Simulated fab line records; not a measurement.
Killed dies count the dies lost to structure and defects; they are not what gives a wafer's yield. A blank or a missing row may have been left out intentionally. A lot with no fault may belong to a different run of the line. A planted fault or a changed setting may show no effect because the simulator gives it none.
Tool commonality check | flow gf180mcu | 11 lots and 33 wafers in the sample

## WHY THIS WAS OPENED
At GF_V2_RS_MEAS_24 the reading V2_W_RS is flagged on 2 of 11 lots. No-fault wafers: 0.327 ohm/sq, standard deviation 0.0055.
Rule: a lot is flagged in two cases, either no wafer of it has a number, or all its wafers with numbers fall more than 4 standard deviations from that mean. The rest of the lots are taken to be sound.

lot  | measured     | on           | V2_W_RS (ohm/sq), wafer by wafer | flag
L620 | day 20 11:31 | filmMetro-02 | 0.326 0.325 0.329                | 
L621 | day 20 23:36 | filmMetro-01 | 0.326 0.327 0.326                | 
L623 | day 21 20:41 | filmMetro-04 | 0.326 0.332 0.330                | 
L624 | day 22 04:18 | filmMetro-01 | 0.339 0.333 0.333                | 
L625 | day 22 18:01 | filmMetro-01 | 0.325 0.322 0.325                | 
L630 | day 24 10:33 | filmMetro-01 | 0.330 0.330 0.332                | 
L631 | day 24 20:20 | filmMetro-04 | 0.295 0.295 0.293                | FLAGGED
L633 | day 25 04:31 | filmMetro-02 | 0.299 0.294 0.296                | FLAGGED
L637 | day 26 10:13 | filmMetro-01 | 0.321 0.319 0.327                | 
L640 | day 27 10:23 | filmMetro-02 | 0.328 0.323 0.324                | 
L642 | day 27 22:27 | filmMetro-02 | 0.321 0.320 0.321                | 
The mean of the flagged lots' numbers is 0.295 ohm/sq, -0.032 ohm/sq from the usual (-6 standard deviations).

## WHICH TOOL RAN EACH LOT
3 process steps preceding the reading are held in the record, out of 602 steps in the route. Every cell lists first the tool, next ch and the chambers used by the sampled wafers, and last the start.
lot  | flag    | GF_V2_CVD_02                    | GF_V2_SPUTTER_21            | GF_V2_CVD_23
L620 |         | pecvd-01 ch 0,2, day 19 09:22   | pvdSputter-04, day 20 11:16 | cvdW-01 ch 0,1, day 20 11:24
L621 |         | pecvd-03 ch 0,1, day 19 21:49   | pvdSputter-04, day 20 23:22 | cvdW-01 ch 0,1, day 20 23:28
L623 |         | pecvd-03 ch 0,1,2, day 20 19:16 | pvdSputter-04, day 21 20:28 | cvdW-01 ch 0,1, day 21 20:34
L624 |         | pecvd-03 ch 0,2, day 21 03:33   | pvdSputter-01, day 22 04:04 | cvdW-02 ch 0,1, day 22 04:10
L625 |         | pecvd-01 ch 0,1,2, day 21 16:52 | pvdSputter-04, day 22 17:49 | cvdW-01 ch 0,1, day 22 17:55
L630 |         | pecvd-01 ch 0,1,2, day 23 09:33 | pvdSputter-03, day 24 10:18 | cvdW-02 ch 0,1, day 24 10:26
L631 | FLAGGED | pecvd-04 ch 0,1,2, day 23 21:01 | pvdSputter-01, day 24 20:07 | cvdW-02 ch 0,1, day 24 20:13
L633 | FLAGGED | pecvd-04 ch 0,1, day 24 04:47   | pvdSputter-04, day 25 04:18 | cvdW-02 ch 0,1, day 25 04:24
L637 |         | pecvd-03 ch 1,2, day 25 13:08   | pvdSputter-01, day 26 09:57 | cvdW-01 ch 0,1, day 26 10:05
L640 |         | pecvd-04 ch 1,2, day 26 12:50   | pvdSputter-01, day 27 10:09 | cvdW-01 ch 0,1, day 27 10:15
L642 |         | pecvd-04 ch 0,2, day 27 00:40   | pvdSputter-03, day 27 22:13 | cvdW-01 ch 0,1, day 27 22:19
What these steps do:
- GF_V2_CVD_02: deposits SiO2 from TEOS, target thk 850 nm, time 94.851 s.
- GF_V2_SPUTTER_21: material Ti, target thk 15 nm, time 80.02 s.
- GF_V2_CVD_23: deposits W, target thk 350 nm, time 104.94 s.
- GF_V2_RS_MEAS_24: measures by four-point-probe.

## FLAGGED AGAINST TOTAL, ONE TOOL AT A TIME (gauges that did the reading follow at the end)
step             | tool          | lots run | flagged | share of the flagged lots | sound lots run after its first flagged lot
GF_V2_CVD_02     | pecvd-01      | 3        | 0       | none                      | -
GF_V2_CVD_02     | pecvd-03      | 4        | 0       | none                      | -
GF_V2_CVD_02     | pecvd-04      | 4        | 2       | all                       | 2 (L640,L642)
GF_V2_SPUTTER_21 | pvdSputter-01 | 4        | 1       | some                      | 2 (L637,L640)
GF_V2_SPUTTER_21 | pvdSputter-03 | 2        | 0       | none                      | -
GF_V2_SPUTTER_21 | pvdSputter-04 | 5        | 1       | some                      | 0
GF_V2_CVD_23     | cvdW-01       | 7        | 0       | none                      | -
GF_V2_CVD_23     | cvdW-02       | 4        | 2       | all                       | 0
GF_V2_RS_MEAS_24 | filmMetro-01  | 5        | 0       | none                      | -
GF_V2_RS_MEAS_24 | filmMetro-02  | 4        | 1       | some                      | 2 (L640,L642)
GF_V2_RS_MEAS_24 | filmMetro-04  | 2        | 1       | some                      | 0

## WHAT IS ALLOWED BY THE TABLE
pecvd-04 at GF_V2_CVD_02 and cvdW-02 at GF_V2_CVD_23 are the 2 rows of the table that ran each flagged lot.
- pecvd-04 at GF_V2_CVD_02 ran 4 lots, 2 of them flagged. After the first flagged lot (L640, L642), sound lots still ran on it; a lasting fault on the whole tool would not permit that.
- cvdW-02 at GF_V2_CVD_23 ran 4 lots, 2 of them flagged. It ran its last sound lot, L630, at day 24 10:26 and its first flagged lot, L631, at day 24 20:13: a fault with its onset between the two fits. Its own readings (chamberPressureTorr) fall more than 4 standard deviations out on all wafers of the flagged lots.
Left over: one tool, cvdW-02 at GF_V2_CVD_23.

## WHAT THE SIMULATOR HAD INSERTED
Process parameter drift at GF_V2_CVD_23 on cvdW-02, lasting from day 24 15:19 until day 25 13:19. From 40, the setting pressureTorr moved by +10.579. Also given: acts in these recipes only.
Shown lots that were struck: L631, L633. The rule given above showed the same thing.
